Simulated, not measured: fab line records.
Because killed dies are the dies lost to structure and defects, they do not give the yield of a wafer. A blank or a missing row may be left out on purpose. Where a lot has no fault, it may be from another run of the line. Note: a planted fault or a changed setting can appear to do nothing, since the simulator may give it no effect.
A single fault, viewed from 2 desks ; flow sfq-line ; each desk has only its own numbers; what lay behind them comes last

THE TOOL OWNER'S DESK: krf-scanner-02
The tool's own readings at SFQ_TRILAYER_M1_LITHO_EXPOSE_040 (exposes mask M1, target cd 500 nm): means of the sampled wafers that have a number, for each lot that ran on this tool. If a lot's mean is further than 4 standard deviations from the usual mean, the lot is out of limits and carries the mark OUT (the distance appears in the brackets).
Columns: A = exposure-dose-mJ-cm2 at SFQ_TRILAYER_M1_LITHO_EXPOSE_040, usual 14.399
lot;first seen here;A
L268;day 24 11:44;14.400
L281;day 28 20:29;14.820 (+26) OUT
L282;day 29 11:53;14.792 (+25) OUT
L284;day 30 19:16;14.800 (+25) OUT
This desk's verdict: out of limits on L281, L282, L284, starting with L281 at day 28 20:29 (exposure-dose-mJ-cm2 at SFQ_TRILAYER_M1_LITHO_EXPOSE_040). Within limits: L268.

METROLOGY DESK
Means of the sampled wafers that have a number, per lot and without regard to the tool the lot ran on: this is what the gauges read. If a lot's mean is further than 4 standard deviations from the usual mean, the lot is out of limits and carries the mark OUT (the distance appears in the brackets).
Columns: A = I0_OVL at SFQ_I0_OVL_MEAS_908, usual -2 nm; B = M1_NB_RS at SFQ_M1_RS_MEAS_909, usual 0.895 ohm/sq; C = M1_OVL at SFQ_M1_OVL_MEAS_911, usual 0 nm
lot;first seen here;A;B;C
L268;day 18 00:17;0;0.894;8
L276;day 21 09:05;-2;0.889;12
L277;day 21 13:53;-5;0.903;-7
L281;day 22 23:17;-1;0.901;8
L282;day 23 20:53;-1;0.893;-8
L283;day 24 18:02;-6;0.893;-2
L284;day 25 14:26;1;0.893;-2
This desk's verdict: no lot among the 7 shows anything out of limits.

TAKEN TOGETHER
An alarm could have come from the tool owner's desk at day 28 20:29, on L281, L282, L284.
From the metrology desk's view, nothing was out of limits.
The metrology desk holds a record of L281, L282, L284, inside its limits.
On krf-scanner-02, each named lot ran SFQ_TRILAYER_M1_LITHO_EXPOSE_040.

WHAT THE SIMULATOR HAD PUT IN
Process parameters drifting: krf-scanner-02 at SFQ_TRILAYER_M1_LITHO_EXPOSE_040, beginning at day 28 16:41. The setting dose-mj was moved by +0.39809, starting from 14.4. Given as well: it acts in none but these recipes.
Struck lots among those shown: L281, L282, L284.
How many hours passed from the start of the fault until each desk's first out-of-limits reading: the tool owner's desk, 4.
